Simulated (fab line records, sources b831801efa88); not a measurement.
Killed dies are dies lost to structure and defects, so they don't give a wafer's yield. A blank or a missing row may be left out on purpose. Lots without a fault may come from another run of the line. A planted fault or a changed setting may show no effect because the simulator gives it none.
One fault seen from 2 desks | flow gf180mcu | each desk has only its own numbers; what lay behind them comes last

THE METROLOGY DESK
What the gauges read, lot by lot, whatever tool the lot ran on: means of the sampled wafers that have a number. A lot is out of limits, marked OUT, if its mean lies more than 4 standard deviations from the usual mean; the brackets give that distance.
Columns: A = VT_IMPLANT_2_TW at GF_VT_IMPLANT_TW_MEAS_21, usual 1215; B = VT_IMPLANT_4_TW at GF_VT_IMPLANT_TW_MEAS_43, usual 690; C = LVPWELL_RS at GF_VT_IMPLANT_RS_MEAS_48, usual 1195 ohm/sq; D = HV_LDD_03_OVL at GF_HV_LDD_OVL_MEAS_47, usual 0.4 nm
lot  | first seen here | A    | B   | C    | D
L993 | day 6 21:16     | 1207 | 696 | 1192 | 2.0
L994 | day 7 01:51     | 1227 | 695 | 1195 | 0.8
L995 | day 7 08:11     | 1224 | 697 | 1192 | 1.7
L996 | day 7 15:24     | 1206 | 694 | 1200 | 1.3
L997 | day 7 21:05     | 1207 | 682 | 1191 | 0.0
L998 | day 8 02:57     | 1225 | 697 | 1197 | 0.5
L101 | day 9 00:28     | 1200 | 680 | 1202 | 0.6
L102 | day 9 06:04     | 1198 | 683 | 1198 | -0.4
L105 | day 10 00:24    | 1199 | 696 | 1199 | -0.4
L108 | day 10 19:06    | 1225 | 683 | 1191 | 243.2 (+99 or more) OUT
L109 | day 11 03:34    | 1223 | 694 | 1195 | 242.1 (+99 or more) OUT
L110 | day 11 09:17    | 1218 | 693 | 1197 | 241.8 (+99 or more) OUT
L112 | day 11 20:47    | 1205 | 697 | 1196 | 241.3 (+99 or more) OUT
L113 | day 12 04:22    | 1202 | 697 | 1196 | 0.6
This desk's finding: out of limits on L108, L109, L110, L112; first on L108, day 18 01:24 (HV_LDD_03_OVL at GF_HV_LDD_OVL_MEAS_47). In limits: L993, L994, L995, L996, L997, L998, L101, L102, L105, L113.

THE TOOL OWNER'S DESK: iline_stepper-02
The tool's own readings at GF_HV_LDD_EXPOSE_43 (exposes mask Pplus HV AREA, target cd 400 nm): means of the sampled wafers that have a number, for each lot that ran on this tool. A lot is out of limits, marked OUT, if its mean lies more than 4 standard deviations from the usual mean; the brackets give that distance.
Columns: A = focus_offset_nm at GF_HV_LDD_EXPOSE_43, usual -0.1 nm; B = reticle_temp_C at GF_HV_LDD_EXPOSE_43, usual 23.00 C
lot  | first seen here | A    | B
L993 | day 12 19:45    | -0.6 | 22.99
L994 | day 12 23:16    | 0.5  | 23.06
L995 | day 13 09:31    | 0.0  | 23.01
L996 | day 13 17:35    | 0.2  | 22.96
L998 | day 14 10:10    | -0.6 | 22.83
L105 | day 16 15:55    | 0.2  | 22.99
L108 | day 17 13:49    | -0.0 | 22.97
L109 | day 18 00:20    | -0.1 | 23.00
L110 | day 18 06:25    | 0.2  | 22.98
L112 | day 18 22:34    | -0.5 | 23.02
This desk's finding: nothing out of limits on any of the 10 lots.

PUT TOGETHER
The metrology desk could have raised an alarm at day 18 01:24, on L108, L109, L110, L112.
The tool owner's desk saw nothing out of limits.
The tool owner's desk has L108, L109, L110, L112 on record, within its limits.
Of the lots named, all ran GF_HV_LDD_EXPOSE_43 on iline_stepper-02.

WHAT THE SIMULATOR HAD PUT IN
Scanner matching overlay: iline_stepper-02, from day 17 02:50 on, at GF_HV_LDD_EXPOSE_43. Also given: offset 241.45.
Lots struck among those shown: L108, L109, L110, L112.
Hours from the fault's start to each desk's first reading out of limits: the metrology desk, 23.
